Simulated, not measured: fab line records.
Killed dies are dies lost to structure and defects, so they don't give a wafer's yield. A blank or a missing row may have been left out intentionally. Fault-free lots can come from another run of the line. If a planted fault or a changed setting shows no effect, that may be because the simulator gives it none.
Comparing a struck lot with a sound one    flow gf180mcu    15 out of 602 route steps
Sound: wafers L426.2, L426.5, L426.6. Struck: wafers L427.2, L427.3, L427.6. The cause is given at the end.
Each step with rows lists, per side, the tool, then ch with its chambers, then its first start. Under that, the readings that differ: sound wafers    struck wafers    difference of the means    sigmas: that difference in standard deviations of wafers without a fault.
alike: readings whose means differ by less than 2 such deviations, and words and numbers that are the same on both sides. not compared: withheld readings, readings that some wafer has no value for, bounds like >300 that may hide the same value, and numbers for which the record gives no deviation and whose values overlap.
The two part at a step that has a row with sigmas, a row that says differs or no value, or rows on one side only. Numbers that have no deviation but don't overlap get no sigmas and don't part them. Lack of a reading on every wafer of one side parts them only where that side has two or more wafers.

GF_TOP_METAL_SPUTTER_04: material TiN, target thk 25 nm, time 20.8 s.
  sound: pvdSputter-01 at day 32 08:10; struck: pvdSputter-02 at day 32 01:31
  alike: throttleValvePct
GF_TOP_METAL_RS_MEAS_05: a four-point-probe measurement.
  sound: filmMetro-01 at day 32 08:13; struck: filmMetro-01 at day 32 01:33
  alike: TOP_METAL_ALCU_RS
GF_TOP_METAL_THK_MEAS_06: measures by xrf.
  sound: filmMetro-01 at day 32 08:20; struck: filmMetro-01 at day 32 01:40
  alike: TOP_METAL_ALCU_THK
then, 7 steps without rows for these wafers: GF_TOP_METAL_DEHYDRATE_07 (time 60 s); GF_TOP_METAL_HMDS_08 (prime time 60 s); GF_TOP_METAL_COAT_09 (resist thk 1500 nm); GF_TOP_METAL_SOFTBAKE_10 (time 60 s); GF_TOP_METAL_EXPOSE_11 (exposes mask MetalTop, target cd 440 nm); GF_TOP_METAL_PEB_12; GF_TOP_METAL_DEVELOP_13 (develop time 61.69 s).
GF_TOP_METAL_CD_MEAS_14: the cd target is 440 nm.
  sound: cdSem-01 at day 33 00:49; struck: cdSem-01 at day 32 18:07
  alike: cdNm
GF_TOP_METAL_OVL_MEAS_15:
  sound: overlay-01 at day 33 00:55; struck: overlay-02 at day 32 18:13
  alike: TOP_METAL_OVL
GF_TOP_METAL_METAL_ETCH_16: etches the open film in Cl2/BCl3, stops on SiO2, target depth 1077.5 nm, time 179.6 s.
  sound on rieMetal-04 ch 0,1, day 33 00:57; struck on rieMetal-04 ch 0,1, day 32 18:15
  no value came back on the struck wafers for any of 5 readings (bcl3FlowSccm (sccm), biasW (W) and others); on the sound wafers bcl3FlowSccm (sccm) reads 39.96 39.89 39.98
reading                                        sound           struck          difference  sigmas
model.NOVOLAK_of_TOP_METAL_COAT_09.thkNm (nm)  1082 1080 1076  1509 1507 1508  +429        
  not compared: rfHoursCounterH
GF_TOP_METAL_STRIP_17: strips in O2/N2.
  sound on plasmaAsher-02 ch 0,1, day 33 01:08; struck on plasmaAsher-02 ch 0, day 32 18:26
reading                   sound              struck             difference  sigmas
stripTimeToEndpointS (s)  13.60 13.58 13.52  18.33 18.32 18.31  +4.75       +55
  alike: drypumpMotorCurrentA, heaterPowerW, o2FlowSccm, oesProductAu
  not compared: rfHoursCounterH
then, 1 step without rows for these wafers: GF_TOP_METAL_STRIP_18 (strips in post etch residue remover, time 1200 s).

WHERE THEY PART
Earliest at GF_TOP_METAL_METAL_ETCH_16; latest, in this record, at GF_TOP_METAL_STRIP_17.

WHY: whatever the simulator had introduced
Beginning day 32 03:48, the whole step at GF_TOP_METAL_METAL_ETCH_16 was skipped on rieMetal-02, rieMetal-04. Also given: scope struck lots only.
